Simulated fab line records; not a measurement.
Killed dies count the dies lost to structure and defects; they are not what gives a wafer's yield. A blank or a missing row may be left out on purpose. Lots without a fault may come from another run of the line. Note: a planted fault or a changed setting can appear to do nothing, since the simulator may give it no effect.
fab line records ; flow sky130
record lots=13; wafers=39; last-day=51
route steps=708 shown NWELL@79 VT_ADJUST_LVTN@105 VT_ADJUST_NCORE@130 SONOS_ONO@171
lots that met no fault: taken from a fault-free run of the same line
start-h: hours from the record's opening day to when the first of the lot's shown wafers began ; wait-h: how many hours have passed since the lot's step before this one ; " identical to the entry in the row above ; L1.1+2: a row that stands for several wafers ; - no value, or no start given ; * or withheld: withheld ; < > ~ a bound
route shown NAME@n: names a module that has steps shown in the file, with the first one's number in the route ; usual: mean and standard deviation over wafers with no fault ; same: alike in all rows ; chamber/n: place in a boat ; sites: each site's reading ; _std_site: their standard deviation ; _edge_site: the outer-site mean with the inner-site mean subtracted ; radius-mm: for every site, how far away it sits from the centre of the wafer ; mask NAME#n: copy n ; behind: the tool/chamber that last shaped the wafer ; hold: cause of the lot's hold/its duration in hours/its outcome ; device: the transistor (n, p or np) that didn't switch ; end of line: the same wafers' tests at the end of the route ; for a step that has no rows: nothing shown but its recipe ; killed: at the first sort, the dies lost to defects and structure; wafer yield is something else ; map: dies across one wafer; x = killed, . = not, _ = none there
set.NAME: the setting that was run; set.NAME@STEP: the one run at that earlier step ; model.NAME: the simulator's own value behind a step, which no gauge read
a sample of lots followed through the steps of the route, with each step as a table and each wafer as a row
services: the hour from which a tool's chamber was out of use, counted from the record's first day as start-h (under 0 if before that day), plus the number of hours and why
## steps
# step SKY_NWELL_TW_MEAS_26
# usual NWELL_2_TW=497.1/2.2
lot.wafer;tool;chamber;start-h;wait-h;NWELL_2_TW
L903.1;film-metro-01;-;109.50;0.1;502.3
L903.2;film-metro-01;-;109.50;0.1;500.8
L903.3;film-metro-01;-;109.50;0.1;501.6
L904.3;film-metro-02;-;114.41;0.1;495.5
L904.5;film-metro-02;-;114.41;0.1;494.8
L904.6;film-metro-02;-;114.41;0.1;497.6
L905.2;film-metro-01;-;120.86;0.1;501.9
L905.4;film-metro-01;-;120.86;0.1;500.6
L905.5;film-metro-01;-;120.86;0.1;498.2
L907.1;film-metro-01;-;131.53;0.1;499.4
L907.4;film-metro-01;-;131.53;0.1;498.1
L907.6;film-metro-01;-;131.53;0.1;503.0
L909.1;film-metro-02;-;141.40;0.1;495.6
L909.2;film-metro-02;-;141.40;0.1;494.5
L909.3;film-metro-02;-;141.40;0.1;495.9
L911.1;film-metro-01;-;158.19;0.1;494.9
L911.2;film-metro-01;-;158.19;0.1;493.9
L911.4;film-metro-01;-;158.19;0.1;495.6
L912.1;film-metro-01;-;159.14;0.1;495.7
L912.4;film-metro-01;-;159.14;0.1;495.1
L912.6;film-metro-01;-;159.14;0.1;498.5
L913.1;film-metro-01;-;166.30;0.1;495.8
L913.3;film-metro-01;-;166.30;0.1;496.3
L913.4;film-metro-01;-;166.30;0.1;494.8
L916.4;film-metro-01;-;180.92;0.1;493.2
L916.5;film-metro-01;-;180.92;0.1;493.7
L916.6;film-metro-01;-;180.92;0.1;495.4
L920.1;film-metro-02;-;215.95;0.1;495.2
L920.2;film-metro-02;-;215.95;0.1;499.3
L920.4;film-metro-02;-;215.95;0.1;494.2
L923.1;film-metro-01;-;227.77;0.1;494.2
L923.2;film-metro-01;-;227.77;0.1;495.7
L923.6;film-metro-01;-;227.77;0.1;495.8
L924.1;film-metro-01;-;240.93;0.1;497.3
L924.2;film-metro-01;-;240.93;0.1;498.1
L924.4;film-metro-01;-;240.93;0.1;498.9
L926.1;film-metro-03;-;253.23;0.1;497.5
L926.5;film-metro-03;-;253.23;0.1;497.5
L926.6;film-metro-03;-;253.23;0.1;497.4
# step SKY_VT_ADJUST_LVTN_IMPLANT_08
# recipe species=B; energy-kev=30; dose-cm2=1.57e+12; tilt-deg=withheld
lot.wafer;tool;chamber;start-h;wait-h
L903.1+2+3;implanter-03;0;147.33;0.0
L904.3+5+6;implanter-03;0;151.98;0.1
L905.2+4+5;implanter-04;0;158.70;0.0
L907.1+4+6;implanter-01;0;170.23;0.0
L909.1+2+3;implanter-01;0;181.79;0.0
L911.1+2+4;implanter-04;0;201.33;0.0
L912.1+4+6;implanter-03;0;202.85;0.0
L913.1+3+4;implanter-01;0;210.28;0.0
L916.4+5+6;implanter-04;0;225.22;0.1
L920.1+2+4;implanter-03;0;262.44;0.0
L923.1+2+6;implanter-01;0;275.84;0.0
L924.1+2+4;implanter-01;0;289.84;0.0
L926.1+5+6;implanter-03;0;304.03;0.0
# step SKY_VT_ADJUST_LVTN_TW_MEAS_10
# usual VT_ADJUST_LVTN_TW=241.2/2.5
lot.wafer;tool;chamber;start-h;wait-h;VT_ADJUST_LVTN_TW
L903.1;film-metro-03;-;147.58;0.1;242.9
L903.2;film-metro-03;-;147.58;0.1;242.2
L903.3;film-metro-03;-;147.58;0.1;242.7
L904.3;film-metro-03;-;152.20;0.1;242.2
L904.5;film-metro-03;-;152.20;0.1;241.7
L904.6;film-metro-03;-;152.20;0.1;242.8
L905.2;film-metro-03;-;158.94;0.1;241.1
L905.4;film-metro-03;-;158.94;0.1;241.1
L905.5;film-metro-03;-;158.94;0.1;243.0
L907.1;film-metro-02;-;170.48;0.1;240.7
L907.4;film-metro-02;-;170.48;0.1;240.6
L907.6;film-metro-02;-;170.48;0.1;241.0
L909.1;film-metro-03;-;182.04;0.1;243.4
L909.2;film-metro-03;-;182.04;0.1;242.7
L909.3;film-metro-03;-;182.04;0.1;241.3
L911.1;film-metro-04;-;201.58;0.1;236.1
L911.2;film-metro-04;-;201.58;0.1;236.8
L911.4;film-metro-04;-;201.58;0.1;234.7
L912.1;film-metro-04;-;203.10;0.1;235.5
L912.4;film-metro-04;-;203.10;0.1;236.2
L912.6;film-metro-04;-;203.10;0.1;237.4
L913.1;film-metro-03;-;210.58;0.1;241.5
L913.3;film-metro-03;-;210.58;0.1;241.3
L913.4;film-metro-03;-;210.58;0.1;242.2
L916.4;film-metro-03;-;225.42;0.1;243.2
L916.5;film-metro-03;-;225.42;0.1;232.5
L916.6;film-metro-03;-;225.42;0.1;233.1
L920.1;film-metro-03;-;262.69;0.1;242.0
L920.2;film-metro-03;-;262.69;0.1;243.6
L920.4;film-metro-03;-;262.69;0.1;243.6
L923.1;film-metro-03;-;276.09;0.1;240.7
L923.2;film-metro-03;-;276.09;0.1;243.8
L923.6;film-metro-03;-;276.09;0.1;241.8
L924.1;film-metro-03;-;290.09;0.1;243.0
L924.2;film-metro-03;-;290.09;0.1;242.3
L924.4;film-metro-03;-;290.09;0.1;242.6
L926.1;film-metro-03;-;304.28;0.1;242.0
L926.5;film-metro-03;-;304.28;0.1;242.4
L926.6;film-metro-03;-;304.28;0.1;242.9
# step SKY_VT_ADJUST_NCORE_TW_MEAS_11
# usual VT_ADJUST_NCORE_TW=218.8/1.9
lot.wafer;tool;chamber;start-h;wait-h;VT_ADJUST_NCORE_TW
L903.1;film-metro-02;-;188.26;0.1;219.2
L903.2;film-metro-02;-;188.26;0.1;218.0
L903.3;film-metro-02;-;188.26;0.1;218.8
L904.3;film-metro-01;-;193.23;0.1;219.4
L904.5;film-metro-01;-;193.23;0.1;219.6
L904.6;film-metro-01;-;193.23;0.1;219.7
L905.2;film-metro-02;-;201.88;0.1;219.2
L905.4;film-metro-02;-;201.88;0.1;219.1
L905.5;film-metro-02;-;201.88;0.1;219.7
L907.1;film-metro-02;-;214.76;0.1;221.4
L907.4;film-metro-02;-;214.76;0.1;220.7
L907.6;film-metro-02;-;214.76;0.1;220.7
L909.1;film-metro-02;-;225.81;0.1;219.6
L909.2;film-metro-02;-;225.81;0.1;221.2
L909.3;film-metro-02;-;225.81;0.1;220.3
L911.1;film-metro-04;-;245.11;0.1;215.0
L911.2;film-metro-04;-;245.11;0.1;214.8
L911.4;film-metro-04;-;245.11;0.1;215.7
L912.1;film-metro-02;-;247.77;0.1;217.7
L912.4;film-metro-02;-;247.77;0.1;218.1
L912.6;film-metro-02;-;247.77;0.1;219.3
L913.1;film-metro-04;-;255.61;0.1;215.3
L913.3;film-metro-04;-;255.61;0.1;215.7
L913.4;film-metro-04;-;255.61;0.1;215.3
L916.4;film-metro-02;-;272.24;0.1;218.3
L916.5;film-metro-02;-;272.24;0.1;219.2
L916.6;film-metro-02;-;272.24;0.1;218.3
L920.1;film-metro-02;-;313.66;0.1;219.9
L920.2;film-metro-02;-;313.66;0.1;219.6
L920.4;film-metro-02;-;313.66;0.1;219.9
L923.1;film-metro-02;-;327.51;0.1;218.6
L923.2;film-metro-02;-;327.51;0.1;219.3
L923.6;film-metro-02;-;327.51;0.1;220.0
L924.1;film-metro-01;-;342.91;0.1;218.1
L924.2;film-metro-01;-;342.91;0.1;218.1
L924.4;film-metro-01;-;342.91;0.1;219.5
L926.1;film-metro-02;-;357.41;0.1;217.7
L926.5;film-metro-02;-;357.41;0.1;219.0
L926.6;film-metro-02;-;357.41;0.1;219.6
# step SKY_SONOS_ONO_THK_MEAS_03
# recipe reads=Si3N4_of_SONOS_ONO_CVD_02
# usual SONOS_ONO_CVD_02_THK=10.48/0.11
lot.wafer;tool;chamber;start-h;wait-h;SONOS_ONO_CVD_02_THK[nm]
L903.1;film-metro-04;-;260.46;0.0;10.65
L903.2;film-metro-04;-;260.46;0.0;10.74
L903.3;film-metro-04;-;260.46;0.0;10.70
L904.3;film-metro-02;-;267.17;0.0;10.60
L904.5;film-metro-02;-;267.17;0.0;10.55
L904.6;film-metro-02;-;267.17;0.0;10.59
L905.2;film-metro-04;-;272.17;0.0;10.48
L905.4;film-metro-04;-;272.17;0.0;10.46
L905.5;film-metro-04;-;272.17;0.0;10.59
L907.1;film-metro-01;-;288.00;0.0;10.49
L907.4;film-metro-01;-;288.00;0.0;10.49
L907.6;film-metro-01;-;288.00;0.0;10.35
L909.1;film-metro-02;-;302.51;0.0;10.49
L909.2;film-metro-02;-;302.51;0.0;10.38
L909.3;film-metro-02;-;302.51;0.0;10.51
L911.1;film-metro-01;-;325.73;0.0;10.58
L911.2;film-metro-01;-;325.73;0.0;10.65
L911.4;film-metro-01;-;325.73;0.0;10.62
L912.1;film-metro-02;-;326.94;0.0;10.53
L912.4;film-metro-02;-;326.94;0.0;10.53
L912.6;film-metro-02;-;326.94;0.0;10.42
L913.1;film-metro-01;-;336.94;0.0;10.43
L913.3;film-metro-01;-;336.94;0.0;10.32
L913.4;film-metro-01;-;336.94;0.0;10.47
L916.4;film-metro-01;-;356.96;0.0;10.38
L916.5;film-metro-01;-;356.96;0.0;10.48
L916.6;film-metro-01;-;356.96;0.0;10.49
L920.1;film-metro-02;-;400.82;0.0;10.40
L920.2;film-metro-02;-;400.82;0.0;10.50
L920.4;film-metro-02;-;400.82;0.0;10.29
L923.1;film-metro-02;-;416.19;0.0;10.52
L923.2;film-metro-02;-;416.19;0.0;10.35
L923.6;film-metro-02;-;416.19;0.0;10.41
L924.1;film-metro-02;-;436.06;0.0;10.57
L924.2;film-metro-02;-;436.06;0.0;10.46
L924.4;film-metro-02;-;436.06;0.0;10.45
L926.1;film-metro-02;-;451.90;0.0;10.68
L926.5;film-metro-02;-;451.90;0.0;10.60
L926.6;film-metro-02;-;451.90;0.0;10.73
## services
tool;chamber;start-h;hours;kind
implanter-04;-;128.00;1.4;repair
implanter-04;-;144.62;3.9;pm
implanter-01;-;178.25;2.7;pm
implanter-03;-;182.84;4.5;repair
implanter-01;-;238.73;17.3;pm
implanter-04;-;248.71;4.1;repair
implanter-01;-;267.17;5.0;repair
implanter-03;-;302.76;1.1;repair
## key
first-sign step=SKY_VT_ADJUST_LVTN_TW_MEAS_10; reading=VT_ADJUST_LVTN_TW; direction=down; sigmas=3.4; usual=241.2; struck=232.8
effect none on later readings
met-at SKY_VT_ADJUST_LVTN_IMPLANT_08
struck-lots L916
struck-wafers L916.5,L916.6
tester-left-out L916
not-acting-at SKY_NWELL_TW_MEAS_26,SKY_VT_ADJUST_NCORE_TW_MEAS_11,SKY_SONOS_ONO_THK_MEAS_03
onset-between 201.33 225.22
fault kind=process-parameter-drift; tool=implanter-04; chamber=-; onset-h=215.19; steps=SKY_VT_ADJUST_LVTN_IMPLANT_08; channel=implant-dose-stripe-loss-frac; offset=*; shape=step; end-h=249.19; scope=struck-wafers-only
# tester-left-out: of these lots the tester's yield and bins aren't shown, on N5 and GAA mostly nor the transistor test; their killed dies are dies lost to structure and defects alone, not to doping, threshold or leakage, so they don't give the yield
